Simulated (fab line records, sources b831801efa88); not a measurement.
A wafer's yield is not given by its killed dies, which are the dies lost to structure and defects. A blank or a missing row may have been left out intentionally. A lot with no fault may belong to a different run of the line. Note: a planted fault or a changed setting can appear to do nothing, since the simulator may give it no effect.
Chamber matching || flow gf180mcu || cmp-01 running GF_V2_CMP_26: 4 sister chambers
The step polishes, stops on SiO2, t overpolish 15 s, target thk 0 nm. 14 wafers are shown with their chamber, then 7 later ones without.

## WAFERS, EACH WITH ITS CHAMBER
{"wafer": "L607.1", "chamber": 3, "motorCurrentA (A)": 11.8, "timeToEndpointS (s)": 84, "headPressurePsi (psi)": 3.491}
{"wafer": "L607.5", "chamber": 1, "motorCurrentA (A)": 11.5, "timeToEndpointS (s)": 94, "headPressurePsi (psi)": 3.503}
{"wafer": "L607.6", "chamber": 0, "motorCurrentA (A)": 12.6, "timeToEndpointS (s)": 83, "headPressurePsi (psi)": 3.512}
{"wafer": "L608.2", "chamber": 2, "motorCurrentA (A)": 11.8, "timeToEndpointS (s)": 85, "headPressurePsi (psi)": 3.512}
{"wafer": "L608.4", "chamber": 1, "motorCurrentA (A)": 10.4, "timeToEndpointS (s)": 93, "headPressurePsi (psi)": 3.506}
{"wafer": "L608.5", "chamber": 2, "motorCurrentA (A)": 12.4, "timeToEndpointS (s)": 85, "headPressurePsi (psi)": 3.517}
{"wafer": "L609.3", "chamber": 2, "motorCurrentA (A)": 12.0, "timeToEndpointS (s)": 82, "headPressurePsi (psi)": 3.505}
{"wafer": "L609.4", "chamber": 1, "motorCurrentA (A)": 10.7, "timeToEndpointS (s)": 91, "headPressurePsi (psi)": 3.498}
{"wafer": "L609.5", "chamber": 2, "motorCurrentA (A)": 11.6, "timeToEndpointS (s)": 83, "headPressurePsi (psi)": 3.496}
{"wafer": "L613.2", "chamber": 2, "motorCurrentA (A)": 11.9, "timeToEndpointS (s)": 85, "headPressurePsi (psi)": 3.497}
{"wafer": "L613.4", "chamber": 3, "motorCurrentA (A)": 12.8, "timeToEndpointS (s)": 89, "headPressurePsi (psi)": 3.505}
{"wafer": "L613.5", "chamber": 0, "motorCurrentA (A)": 12.3, "timeToEndpointS (s)": 93, "headPressurePsi (psi)": 3.499}
{"wafer": "L617.2", "chamber": 0, "motorCurrentA (A)": 12.0, "timeToEndpointS (s)": 85, "headPressurePsi (psi)": 3.505}
{"wafer": "L617.4", "chamber": 2, "motorCurrentA (A)": 12.2, "timeToEndpointS (s)": 82, "headPressurePsi (psi)": 3.499}

SIGNATURES, as means of the wafers listed above
{"reading": "motorCurrentA", "chamber 0": 12.300, "chamber 1": 10.867, "chamber 2": 11.983, "chamber 3": 12.300, "scatter within a chamber": 0.417}
{"reading": "timeToEndpointS", "chamber 0": 87.00, "chamber 1": 92.67, "chamber 2": 83.67, "chamber 3": 86.50, "scatter within a chamber": 2.91}
{"reading": "headPressurePsi", "chamber 0": 3.50533, "chamber 1": 3.50233, "chamber 2": 3.50433, "chamber 3": 3.49800, "scatter within a chamber": 0.00766}
Rule: distance of a wafer from a chamber = root of the sum over the readings of ((wafer's reading minus chamber's mean) / reading's scatter) squared. If the next closest chamber is less than 2 further off than the closest, the wafer can't be placed; otherwise it belongs to the closest. The scatter: take each reading less its chamber's mean, square it, sum over the shown wafers, divide by the number of wafers less the number of chambers, and take the root.

## WAFERS WITH NO CHAMBER GIVEN
{"wafer": "L617.5", "motorCurrentA (A)": 10.4, "timeToEndpointS (s)": 93, "headPressurePsi (psi)": 3.493}
{"wafer": "L619.1", "motorCurrentA (A)": 11.7, "timeToEndpointS (s)": 84, "headPressurePsi (psi)": 3.509}
{"wafer": "L619.5", "motorCurrentA (A)": 12.8, "timeToEndpointS (s)": 82, "headPressurePsi (psi)": 3.503}
{"wafer": "L619.6", "motorCurrentA (A)": 11.6, "timeToEndpointS (s)": 84, "headPressurePsi (psi)": 3.506}
{"wafer": "L628.2", "motorCurrentA (A)": 13.2, "timeToEndpointS (s)": 91, "headPressurePsi (psi)": 3.499}
{"wafer": "L628.3", "motorCurrentA (A)": 11.7, "timeToEndpointS (s)": 88, "headPressurePsi (psi)": 3.499}
{"wafer": "L628.4", "motorCurrentA (A)": 11.9, "timeToEndpointS (s)": 88, "headPressurePsi (psi)": 3.498}

## THE CHAMBER EACH PASSED THROUGH
{"wafer": "L617.5", "from the rows above": 1, "in truth": 1}
{"wafer": "L619.1", "from the rows above": "can't be placed: 2 or 0 or 3", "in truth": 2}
{"wafer": "L619.5", "from the rows above": "can't be placed: 2 or 3 or 0", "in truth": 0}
{"wafer": "L619.6", "from the rows above": "can't be placed: 2 or 0 or 3", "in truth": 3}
{"wafer": "L628.2", "from the rows above": "can't be placed: 3 or 0 or 2", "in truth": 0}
{"wafer": "L628.3", "from the rows above": "can't be placed: 3 or 0 or 2 or 1", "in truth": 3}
{"wafer": "L628.4", "from the rows above": "can't be placed: 3 or 0 or 2 or 1", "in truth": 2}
Correct placement for 1 of the 7. Not placeable from these rows: 6 (in 6, the candidates include the true chamber). Placed wrongly: 0.
